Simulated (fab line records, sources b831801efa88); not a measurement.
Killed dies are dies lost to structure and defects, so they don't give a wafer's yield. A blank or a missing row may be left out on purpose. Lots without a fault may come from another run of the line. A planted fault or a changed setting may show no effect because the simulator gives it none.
Chamber matching | flow gf180mcu | GF_V1_ETCH_16 on rie_diel-04: 4 sister chambers
The step etches BARC in N2/H2. 4 wafers are shown with their chamber, then 9 later ones without.

WAFERS WITH THEIR CHAMBER
wafer  | chamber | drypump_motor_current_A (A)
L080.6 | 3       | 5.2
L082.5 | 1       | 6.1
L086.2 | 0       | 5.4
L086.5 | 2       | 6.3

WAFERS WITHOUT THEIR CHAMBER
wafer  | drypump_motor_current_A (A)
L087.2 | 5.4
L087.4 | 6.3
L087.5 | 6.0
L092.3 | 5.4
L092.5 | 5.2
L092.6 | 5.4
L096.2 | 6.3
L096.5 | 5.2
L096.6 | 5.4

WHICH CHAMBER EACH WENT THROUGH
wafer  | from the rows above | in truth
L087.2 | 0                   | 0
L087.4 | 2                   | 2
L087.5 | 1                   | 1
L092.3 | 0                   | 0
L092.5 | 3                   | 3
L092.6 | 0                   | 0
L096.2 | 2                   | 2
L096.5 | 3                   | 3
L096.6 | 0                   | 0
Placed correctly: 9 of 9. Can't be placed from these rows: 0. Placed wrongly: 0.
How it was worked out, from the rows above alone: a wafer's distance from a chamber is the root of the sum, over the readings, of the square of ((its reading less the chamber's mean) divided by the reading's scatter). The wafer belongs to the nearest chamber; if the next one is less than 2 further off, it can't be placed. A chamber's mean is the mean of its shown wafers. The scatter: with one shown wafer a chamber, the root of the mean of the squares of how far each hidden wafer lies from its nearest shown one.
